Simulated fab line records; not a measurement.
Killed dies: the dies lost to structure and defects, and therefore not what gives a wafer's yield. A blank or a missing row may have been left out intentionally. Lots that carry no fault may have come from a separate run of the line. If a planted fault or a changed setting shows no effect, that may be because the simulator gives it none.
What tool caused it? | flow gf180mcu | Sampling: 14 lots, 42 wafers, 5 of 602 route steps

WHAT EACH GAUGE READ, for each wafer
GF_HV_LDD_OVL_MEAS_32. Usual: for HV_LDD_02_OVL the level is -0.3 nm and the standard deviation is 1.2.
lot  | measured     | on         | HV_LDD_02_OVL (nm) | flag
L638 | day 11 18:34 | overlay-02 | 0.2 1.2 0.2        | 
L639 | day 12 03:04 | overlay-02 | 0.2 1.5 1.9        | 
L640 | day 12 08:08 | overlay-01 | -1.0 -0.1 2.0      | 
L641 | day 12 17:41 | overlay-01 | -0.6 -1.9 -3.3     | 
L642 | day 13 07:28 | overlay-02 | -0.5 -2.8 -0.5     | 
L644 | day 13 21:31 | overlay-01 | -0.9 -2.1 0.0      | 
L647 | day 15 02:07 | overlay-01 | -0.2 -0.9 0.0      | 
L649 | day 15 09:20 | overlay-02 | 0.6 1.1 -1.3       | 
L652 | day 16 09:40 | overlay-02 | -0.8 1.4 0.7       | 
L653 | day 16 16:13 | overlay-02 | -0.1 0.4 1.0       | 
L656 | day 17 19:31 | overlay-01 | 1.8 0.4 0.8        | 
L657 | day 18 04:23 | overlay-01 | -1.5 -0.8 -1.6     | 
L658 | day 18 10:34 | overlay-02 | -0.6 -1.2 -0.2     | 
L659 | day 18 21:16 | overlay-01 | -1.5 -0.4 -0.4     | 

GF_HV_LDD_CD_MEAS_46 targets a cd of 400 nm. Usual: 400.1 nm for cdNm, sd 2.2.
lot  | measured     | on       | cdNm (nm)         | flag
L638 | day 12 14:37 | cdSem-01 | 402.4 402.0 401.8 | 
L639 | day 12 23:33 | cdSem-01 | 400.2 400.0 400.6 | 
L640 | day 13 03:55 | cdSem-02 | 396.8 398.6 396.9 | 
L641 | day 13 14:06 | cdSem-02 | 393.7 395.3 393.6 | 
L642 | day 14 04:13 | cdSem-02 | 401.3 401.8 401.8 | 
L644 | day 14 19:04 | cdSem-02 | 398.3 398.2 399.4 | 
L647 | day 16 00:26 | cdSem-02 | 400.9 406.0 402.5 | 
L649 | day 16 08:07 | cdSem-01 | 400.0 402.2 401.8 | 
L652 | day 17 09:46 | cdSem-01 | 401.1 399.9 400.5 | 
L653 | day 17 15:30 | cdSem-02 | 398.1 398.3 400.1 | 
L656 | day 18 19:36 | cdSem-02 | 399.0 398.9 398.3 | 
L657 | day 19 05:07 | cdSem-02 | 399.7 399.6 399.7 | 
L658 | day 19 11:19 | cdSem-02 | 398.7 399.7 400.5 | 
L659 | day 19 22:44 | cdSem-02 | 402.1 401.1 401.2 | 

GF_PSD_CD_MEAS_07 targets a cd of 400 nm. Usual: 399.3 nm for cdNm, sd 2.5.
lot  | measured     | on       | cdNm (nm)         | flag
L638 | day 14 09:43 | cdSem-01 | 399.6 400.3 400.6 | 
L639 | day 14 20:38 | cdSem-02 | 399.7 396.3 400.5 | 
L640 | day 15 00:20 | cdSem-02 | 399.9 398.7 400.5 | 
L641 | day 15 12:01 | cdSem-02 | 400.8 401.9 399.6 | 
L642 | day 16 02:49 | cdSem-01 | 402.9 397.0 401.9 | 
L644 | day 16 18:28 | cdSem-01 | 398.1 398.3 397.5 | 
L647 | day 18 01:58 | cdSem-02 | 402.5 399.7 400.5 | 
L649 | day 18 10:46 | cdSem-02 | 401.7 401.4 401.7 | 
L652 | day 19 12:13 | cdSem-02 | 409.7 410.0 409.8 | OFF
L653 | day 19 18:26 | cdSem-01 | 410.8 410.3 408.9 | OFF
L656 | day 21 00:28 | cdSem-02 | 399.7 399.7 400.7 | 
L657 | day 21 08:20 | cdSem-02 | 396.6 399.9 403.0 | 
L658 | day 21 15:14 | cdSem-01 | 394.5 396.3 392.4 | 
L659 | day 22 02:00 | cdSem-02 | 399.8 398.9 398.4 | 

GF_SAB_THK_MEAS_01. Usual: for SAB_CVD_00_THK the level is 49.9 nm and the standard deviation is 0.64.
lot  | measured     | on           | SAB_CVD_00_THK (nm) | flag
L638 | day 14 10:38 | filmMetro-03 | 49.6 50.5 50.9      | 
L639 | day 14 21:30 | filmMetro-03 | 49.2 49.3 49.4      | 
L640 | day 15 01:11 | filmMetro-02 | 49.6 49.8 49.6      | 
L641 | day 15 12:53 | filmMetro-02 | 49.4 48.6 50.3      | 
L642 | day 16 03:49 | filmMetro-01 | 49.2 49.3 50.8      | 
L644 | day 16 19:28 | filmMetro-02 | 50.0 51.0 50.5      | 
L647 | day 18 02:48 | filmMetro-02 | 49.8 50.0 49.8      | 
L649 | day 18 11:36 | filmMetro-02 | 49.4 49.7 50.1      | 
L652 | day 19 13:03 | filmMetro-02 | 50.2 51.1 51.0      | 
L653 | day 19 19:17 | filmMetro-03 | 49.7 50.6 49.7      | 
L656 | day 21 01:20 | filmMetro-01 | 48.8 48.2 49.5      | 
L657 | day 21 09:11 | filmMetro-02 | 49.8 51.2 50.3      | 
L658 | day 21 16:04 | filmMetro-02 | 50.3 51.0 51.1      | 
L659 | day 22 02:52 | filmMetro-03 | 49.4 49.3 50.3      | 

WHAT TOOL EACH LOT RAN ON (gives the tool, then ch and the chambers of the sampled wafers, and finally the start)
lot  | GF_PSD_DEVELOP_06
L638 | lithoTrack-02 ch 0, day 14 09:34
L639 | lithoTrack-02 ch 0, day 14 20:29
L640 | lithoTrack-01 ch 0, day 15 00:11
L641 | lithoTrack-01 ch 0, day 15 11:52
L642 | lithoTrack-02 ch 0, day 16 02:40
L644 | lithoTrack-02 ch 0, day 16 18:19
L647 | lithoTrack-01 ch 0, day 18 01:49
L649 | lithoTrack-02 ch 0, day 18 10:37
L652 | lithoTrack-02 ch 0, day 19 12:04
L653 | lithoTrack-02 ch 0, day 19 18:17
L656 | lithoTrack-01 ch 0, day 21 00:19
L657 | lithoTrack-01 ch 0, day 21 08:11
L658 | lithoTrack-01 ch 0, day 21 15:05
L659 | lithoTrack-03 ch 0, day 22 01:51
- GF_PSD_DEVELOP_06: develop time 60 s.

WHAT THE TOOLS THEMSELVES READ (means of the sampled wafers that have a number; where no wafer has one, the mark that the record gives instead)
GF_PSD_DEVELOP_06. Usual: chillPlateTempC 23.01 C, standard deviation 0.1; resistLineTempC 22.96 C, standard deviation 0.11.
lot  | tool          | chillPlateTempC (C) | resistLineTempC (C) | flag
L638 | lithoTrack-02 | 23.03               | 23.02               | 
L639 | lithoTrack-02 | 22.94               | 23.03               | 
L640 | lithoTrack-01 | 22.98               | 22.93               | 
L641 | lithoTrack-01 | 23.10               | 22.90               | 
L642 | lithoTrack-02 | 22.82               | 22.94               | 
L644 | lithoTrack-02 | 22.99               | 23.08               | 
L647 | lithoTrack-01 | 22.86               | 22.81               | 
L649 | lithoTrack-02 | 23.00               | 22.83               | 
L652 | lithoTrack-02 | 22.90               | 22.75               | 
L653 | lithoTrack-02 | 22.96               | 22.93               | 
L656 | lithoTrack-01 | 22.88               | 23.01               | 
L657 | lithoTrack-01 | 23.02               | 23.13               | 
L658 | lithoTrack-01 | 23.16               | 23.03               | 
L659 | lithoTrack-03 | 23.15               | 22.92               | 

THE ANSWER, worked out from the rows above alone
Rule: a lot is off if the mean of its wafers that have a number lies more than 3 standard deviations from the usual mean. A lot without any number at a reading at which 4 lots or more have one is off too. All remaining lots with rows at the step are treated as sound. First the gauges in route order, then the tools' own readings, where a lot's mean is used as printed above. At the first step where some lot is off, the reading lying furthest off is the one used; lots without a number count as furthest.
Off, at GF_PSD_CD_MEAS_07 on cdNm: L652, L653.
A tool fits if, at a process step before that reading, it ran every lot that is off, and no sound lot after the first of them. Those tools and the gauges at GF_PSD_CD_MEAS_07 are tried in the same way. One fits: GF_PSD_DEVELOP_06 on lithoTrack-02. A fault onset in the window from L649 (day 18 10:37, its last sound lot) to L652 (day 19 12:04, its first lot off) fits.

WHAT THE SIMULATOR HAD PUT IN
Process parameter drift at GF_PSD_DEVELOP_06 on lithoTrack-02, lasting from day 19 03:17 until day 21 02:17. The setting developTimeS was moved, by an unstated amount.
Lots struck among those shown: L652, L653. The rule given above showed the same thing.
